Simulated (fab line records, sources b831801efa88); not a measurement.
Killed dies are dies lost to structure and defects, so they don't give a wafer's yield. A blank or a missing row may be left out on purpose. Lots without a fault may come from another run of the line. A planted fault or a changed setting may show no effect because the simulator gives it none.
Which tool did it? | flow gf180mcu | 13 lots, 39 wafers sampled, at 1 step of a route of 602

WHAT THE GAUGES READ, wafer by wafer
GF_HV_LDD_OVL_MEAS_47.
lot  | measured     | on         | HV_LDD_03_OVL (nm)
L980 | day 12 03:18 | overlay-02 | 0.5 0.9 0.6
L981 | day 12 10:04 | overlay-02 | 0.8 1.4 1.1
L984 | day 13 06:21 | overlay-01 | 0.3 -1.0 -0.6
L985 | day 13 13:52 | overlay-01 | -1.5 1.0 -1.5
L986 | day 13 20:08 | overlay-02 | 3.4 1.9 2.1
L987 | day 14 05:21 | overlay-02 | 0.5 0.9 1.0
L989 | day 15 05:15 | overlay-02 | -0.2 1.1 0.2
L990 | day 15 05:58 | overlay-02 | 0.5 -0.7 -1.6
L991 | day 15 12:38 | overlay-02 | -1.6 0.6 0.1
L993 | day 16 15:08 | overlay-01 | 1.4 2.1 -1.0
L101 | day 19 06:09 | overlay-02 | 1.0 2.1 2.7
L102 | day 19 06:26 | overlay-02 | 1.8 -0.6 1.7
L103 | day 19 21:36 | overlay-01 | 0.4 2.0 4.1

WHICH TOOL RAN EACH LOT (tool, then ch and the chambers of the sampled wafers, then the start)
The record holds no process step before these readings.

WHAT THE TOOLS THEMSELVES READ (means of the sampled wafers that have a number; where no wafer has one, the mark that the record gives instead)
The record holds no such reading with a usual standard deviation.

THE ANSWER, worked out from the rows above alone
Rule: what is usual is taken from the lots themselves. Put in order of their means at a reading, lots are off if they are a third of the lots or fewer, leave a main group of 4 or more, and stand apart from it by a gap of 3 or more times the standard deviation of the main group's means; of several such gaps the widest counts. A main group whose means are all the same, to the digits that the tables above print for the reading, isn't used. A lot without any number at a reading at which 4 lots or more have one is off too. The other lots that the step has rows for count as sound. The gauges are gone through in route order, then the tools' own readings, and for those a lot's mean is taken as printed above. The first step at which some lot is off is used, and at that step the reading that is off furthest; a lot without a number counts as furthest.
No lot is off at any reading shown: from this, nothing can be told.

WHAT THE SIMULATOR HAD PUT IN
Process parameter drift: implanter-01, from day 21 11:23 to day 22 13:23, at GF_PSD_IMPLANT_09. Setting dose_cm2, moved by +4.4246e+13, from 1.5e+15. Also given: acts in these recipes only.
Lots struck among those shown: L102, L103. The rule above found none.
